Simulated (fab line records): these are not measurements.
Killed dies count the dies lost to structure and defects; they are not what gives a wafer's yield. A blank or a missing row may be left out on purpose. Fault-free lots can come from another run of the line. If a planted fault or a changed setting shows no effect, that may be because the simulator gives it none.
Split-lot trial ; flow sfq line ; 23 wafers read across 5 lots, on a route 325 steps long

THE SPLIT ITSELF
At SFQ_TRILAYER_M6_LITHO_EXPOSE_160 (exposes mask M6, target cd 500 nm), the setting dose mj was moved away from the recipe's 14.4 on 11 of the 23 wafers read, by -7.4% to +5.2%. All remaining wafers had this setting at the recipe value.

FROM THE SPLIT TO THE READING: what the file shows between them, 3 steps
- SFQ_TRILAYER_M6_LITHO_PEB_162: peb time 60 s
- SFQ_TRILAYER_M6_LITHO_DEVELOP_161: time 60 s
- SFQ_TRILAYER_M6_BARC_OPEN_METAL_ETCH_206: etches BARC in O2, target depth 125 nm, time 41.7 s

THE READING
M6.cd nm (the simulator's own value, which no gauge read), in nm, at SFQ_TRILAYER_M6_ETCH_METAL_ETCH_162 (etches Nb in Cl2/Ar, stops on SiO2, target depth 240 nm, time 120 s). No usual value for it is given in the file. The 12 wafers here that ran the recipe average 500.5 nm, standard deviation 1.5 nm.

wafer;tool, chamber at the split;dose mj as run;against the recipe;M6.cd nm, nm;against lot-mates on the recipe
L074.1;krf scanner-02, 0;14.4;recipe;498.9;-
L074.2;krf scanner-02, 0;15.15;+5.2%;492.5;-7.4
L074.4;krf scanner-02, 0;15.15;+5.2%;492.3;-7.6
L074.5;krf scanner-02, 0;15.15;+5.2%;489.7;-10.2
L074.6;krf scanner-02, 0;14.4;recipe;500.8;-
L075.1;krf scanner-02, 0;14.4;recipe;501.9;-
L075.2;krf scanner-02, 0;14.4;recipe;498.4;-
L075.3;krf scanner-02, 0;13.34;-7.4%;512.9;+11.9
L075.4;krf scanner-02, 0;14.4;recipe;502.6;-
L075.5;krf scanner-02, 0;13.34;-7.4%;514.6;+13.6
L076.2;krf scanner-02, 0;14.72;+2.2%;497.8;-4.2
L076.3;krf scanner-02, 0;14.4;recipe;501.1;-
L076.4;krf scanner-02, 0;14.4;recipe;502.8;-
L076.5;krf scanner-02, 0;14.72;+2.2%;497.5;-4.5
L076.6;krf scanner-02, 0;14.72;+2.2%;496.9;-5.1
L078.1;krf scanner-02, 0;14.4;recipe;501.1;-
L078.4;krf scanner-02, 0;14.4;recipe;498.1;-
L078.5;krf scanner-02, 0;14.4;recipe;498.8;-
L083.1;krf scanner-02, 0;14.4;recipe;500.4;-
L083.2;krf scanner-02, 0;15.09;+4.8%;495.1;-5.7
L083.3;krf scanner-02, 0;15.09;+4.8%;493.4;-7.4
L083.4;krf scanner-02, 0;14.4;recipe;501.2;-
L083.5;krf scanner-02, 0;15.09;+4.8%;494.5;-6.3

THE FIT
A straight line over all 23 wafers: M6.cd nm changes by -1.66 nm for each +1% of dose mj; r = -0.97; the points scatter about the line by 1.5 nm.
The same after taking each lot's own level away (the mean of its wafers on the recipe; 23 wafers): -1.63 nm for each +1%; r = -0.97; scatter 1.3 nm.
According to that fit, moving dose mj by its largest amount changes the reading by 12 nm.
The span of the lots' own levels, 499.33 to 501.95 nm, comes to 1.7 times the standard deviation stated above.
So the lot-to-lot level changes the slope little: the two slopes agree.
Check: for one of the wafers moved furthest among these (-7.4%), held out of the fit, the line's prediction against its lot-mates is +12.2 nm. Against them it came out at +11.9 nm.

THE OTHER SPLITS THESE WAFERS WENT THROUGH
These wafers also went through other splits before the reading. Each is held against what the fit with the lots' levels taken away leaves over:
other split on the same wafers;wafers away from the commonest value;r with M6.cd nm (lot level and that fit taken away)
SFQ_TRILAYER_A5B_DEP_PECVD_129 time s;9;-0.19
SFQ_TRILAYER_R5_LITHO_COAT_141 resist thk nm;5;+0.01
SFQ_TRILAYER_R5_BARC_OPEN_METAL_ETCH_177 time s;9;-0.05
SFQ_TRILAYER_R5_ETCH_METAL_ETCH_139 bias w;11;-0.07
SFQ_TRILAYER_C5_BARC_OPEN_VIA_ETCH_210 time s;10;+0.05

THE WHOLE CHAIN: every reading that the file lists as answering this split, in the file's order
step;what it does;reading;change (the file's fit);r (the file's)
SFQ_TRILAYER_M6_BARC_OPEN_METAL_ETCH_206;etches BARC in O2, target depth 125 nm, time 41.7 s;M6.cd nm (the simulator's own value, which no gauge read);-1.67 nm for each +1% of the setting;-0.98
SFQ_TRILAYER_M6_ETCH_METAL_ETCH_162;etches Nb in Cl2/Ar, stops on SiO2, target depth 240 nm, time 120 s;M6.cd nm (the simulator's own value, which no gauge read);-1.63 nm for each +1% of the setting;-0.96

THE FILE'S OWN FIT
M6.cd nm changes by -1.63 nm for each +1% of dose mj, r = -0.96.
